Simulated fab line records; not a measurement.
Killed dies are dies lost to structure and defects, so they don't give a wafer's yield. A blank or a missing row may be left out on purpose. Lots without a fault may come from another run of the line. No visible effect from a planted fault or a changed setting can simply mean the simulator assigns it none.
Which of the tools did it?	flow sky130	11 lots, 31 wafers sampled, at 2 steps of a route of 708

WHAT THE GAUGES READ, wafer by wafer
SKY_VIA3_THK_MEAS_01. Usual: VIA3_HDPCVD_THK gives 1638 nm (standard deviation 20).
lot	measured	on	VIA3_HDPCVD_THK (nm)	flag
L895	day 39 05:41	filmMetro-02	1656 1661 1634	
L896	day 39 17:06	filmMetro-02	1655 1648 1677	
L897	day 39 18:49	filmMetro-02	1670 1629 1668	
L898	day 39 21:53	filmMetro-03	1630 1633 1617	
L899	day 40 08:30	filmMetro-01	1648 1669 1648	
L900	day 41 02:56	filmMetro-03	1654 1656 1667	
L905	day 42 12:08	filmMetro-02	1330 1609	OFF
L908	day 42 19:16	filmMetro-03	1640 1324	OFF
L911	day 43 09:55	filmMetro-01	1658 1673 1658	
L912	day 43 16:16	filmMetro-01	1657 1642 1654	
L918	day 45 02:36	filmMetro-03	1677 1629 1653	

TOOL THAT RAN EACH LOT (tool first, then ch and the chambers of the sampled wafers, then the start)
lot	SKY_VIA3_HDPCVD_00
L895	hdpcvd-01 ch 0,1, day 39 05:30
L896	hdpcvd-02 ch 1,2, day 39 16:55
L897	hdpcvd-01 ch 0,2, day 39 18:39
L898	hdpcvd-01 ch 0,1, day 39 21:43
L899	hdpcvd-02 ch 0,1,2, day 40 08:23
L900	hdpcvd-02 ch 0,1,2, day 41 02:46
L905	hdpcvd-01 ch 1,2, day 42 11:57
L908	hdpcvd-01 ch 1,2, day 42 19:04
L911	hdpcvd-02 ch 0,2, day 43 09:40
L912	hdpcvd-02 ch 0,2, day 43 16:06
L918	hdpcvd-02 ch 0,1, day 45 02:25
- SKY_VIA3_HDPCVD_00: deposits SiO2, target thk 1635 nm, time 272.5 s.

AS READ BY THE TOOLS THEMSELVES (means over the sampled wafers that have a number; for cases with no such wafer, the mark the record gives instead)
SKY_VIA3_HDPCVD_00. Usual: runLengthS 300.5 s, standard deviation 0.56.
lot	tool	runLengthS (s)	flag
L895	hdpcvd-01	300.3	
L896	hdpcvd-02	301.0	
L897	hdpcvd-01	300.8	
L898	hdpcvd-01	300.0	
L899	hdpcvd-02	300.6	
L900	hdpcvd-02	300.6	
L905	hdpcvd-01	275.4	OFF
L908	hdpcvd-01	275.1	OFF
L911	hdpcvd-02	300.9	
L912	hdpcvd-02	300.8	
L918	hdpcvd-02	300.6	

THE ANSWER, worked out from the rows above alone
Rule: take the mean of a lot's wafers that have a number; if it is more than 3 standard deviations from the usual mean, the lot is off. A lot without any number at a reading at which 4 lots or more have one is off too. All remaining lots with rows at the step are treated as sound. The gauges are gone through in route order, then the tools' own readings, and for those a lot's mean is taken as printed above. At the first step where some lot is off, the reading lying furthest off is the one used; lots without a number count as furthest.
Off: L905, L908, seen at SKY_VIA3_THK_MEAS_01 (VIA3_HDPCVD_THK).
If a tool, at a process step before that reading, ran all the lots that are off and no sound lot after the first of them, it fits. Not tried: the gauges at SKY_VIA3_THK_MEAS_01; whatever is off there is also off at SKY_VIA3_HDPCVD_00, on other tools, and gauge error can't account for it. One fits: SKY_VIA3_HDPCVD_00 on hdpcvd-01. Its last sound lot is L898 (day 39 21:43), its first lot that is off L905 (day 42 11:57): a fault that began between those two fits.
On the lots that are off, the tool's own readings at SKY_VIA3_HDPCVD_00 differ by more than 5 times the standard deviation of the sound lots' means, which bears it out; runLengthS reads 275.2 s there versus 300.6 s on the sound lots.

WHAT THE SIMULATOR HAD INSERTED
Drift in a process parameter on hdpcvd-01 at SKY_VIA3_HDPCVD_00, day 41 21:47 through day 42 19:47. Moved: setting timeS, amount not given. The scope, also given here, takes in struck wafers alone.
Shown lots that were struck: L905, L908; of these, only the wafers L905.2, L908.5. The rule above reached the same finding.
